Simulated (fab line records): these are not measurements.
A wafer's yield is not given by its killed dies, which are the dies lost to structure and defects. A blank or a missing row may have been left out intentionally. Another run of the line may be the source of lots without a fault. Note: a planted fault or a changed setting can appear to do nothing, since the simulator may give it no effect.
The same fault as seen by 2 desks -- flow gf180mcu -- each desk has only its own numbers; what lay behind them comes last

FROM THE METROLOGY DESK
Means of the sampled wafers that have a number, per lot and without regard to the tool the lot ran on: this is what the gauges read. The brackets show how far a lot's mean lies from the usual mean; more than 4 standard deviations puts the lot out of limits, marked OUT.
Columns: A = VT_IMPLANT_03_OVL at GF_VT_IMPLANT_OVL_MEAS_40, usual 0.3 nm; B = VT_IMPLANT_4_TW at GF_VT_IMPLANT_TW_MEAS_43, usual 694; C = MVPSD_RS at GF_VT_IMPLANT_RS_MEAS_49, usual 1168 ohm/sq
lot,first seen here,A,B,C
L743,day 7 10:32,-0.5,694,1166
L744,day 7 16:36,1.6,695,1170
L745,day 8 00:38,-0.1,702,1169
L748,day 8 22:08,1.0,701,1169
L749,day 9 05:32,0.7,690,1171
L752,day 9 23:20,-0.1,684,1166
L751,day 10 00:56,-0.7,695,1170
L753,day 10 16:38,-0.9,698,1175
L756,day 11 09:02,1.3,700,1167
L759,day 12 03:02,0.5,699,1167
L760,day 12 07:53,-0.7,693,1171
L762,day 12 18:44,0.7,687,1167
L763,day 13 09:41,1.3,698,1172
L766,day 14 01:02,0.7,697,1171
Result from this desk: across the 14 lots, nothing is out of limits.

THE TOOL OWNER'S DESK: wet-bench-01
The tool's own readings at GF_VT_IMPLANT_WET_ETCH_50 (etches SiO2 in dHF, target depth 20 nm, time 400 s): means of the sampled wafers that have a number, for each lot that ran on this tool. The brackets show how far a lot's mean lies from the usual mean; more than 4 standard deviations puts the lot out of limits, marked OUT.
Columns: A = temp-c at GF_VT_IMPLANT_WET_ETCH_50, usual 25.02 C
lot,first seen here,A
L748,day 8 23:07,25.09
L752,day 10 00:19,23.85 (-11) OUT
L751,day 10 01:55,23.78 (-11) OUT
L762,day 12 19:49,24.93
L763,day 13 10:40,25.13
This desk's finding: out of limits on L751, L752; first on L752, day 10 00:19 (temp-c at GF_VT_IMPLANT_WET_ETCH_50). L748, L762, L763 stayed within limits.

BROUGHT TOGETHER
The tool owner's desk could have raised an alarm at day 10 00:19, on L751, L752.
Metrology desk: nothing out of limits seen.
The metrology desk has L751, L752 on record, within its limits.
Every lot named ran GF_VT_IMPLANT_WET_ETCH_50 on wet-bench-01.

WHAT HAD BEEN PUT IN BY THE SIMULATOR
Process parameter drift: wet-bench-01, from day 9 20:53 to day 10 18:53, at GF_VT_IMPLANT_WET_ETCH_50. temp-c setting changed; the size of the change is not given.
Shown lots that were struck: L751, L752.
Hours from the fault's start to each desk's first reading out of limits: the tool owner's desk, 3.
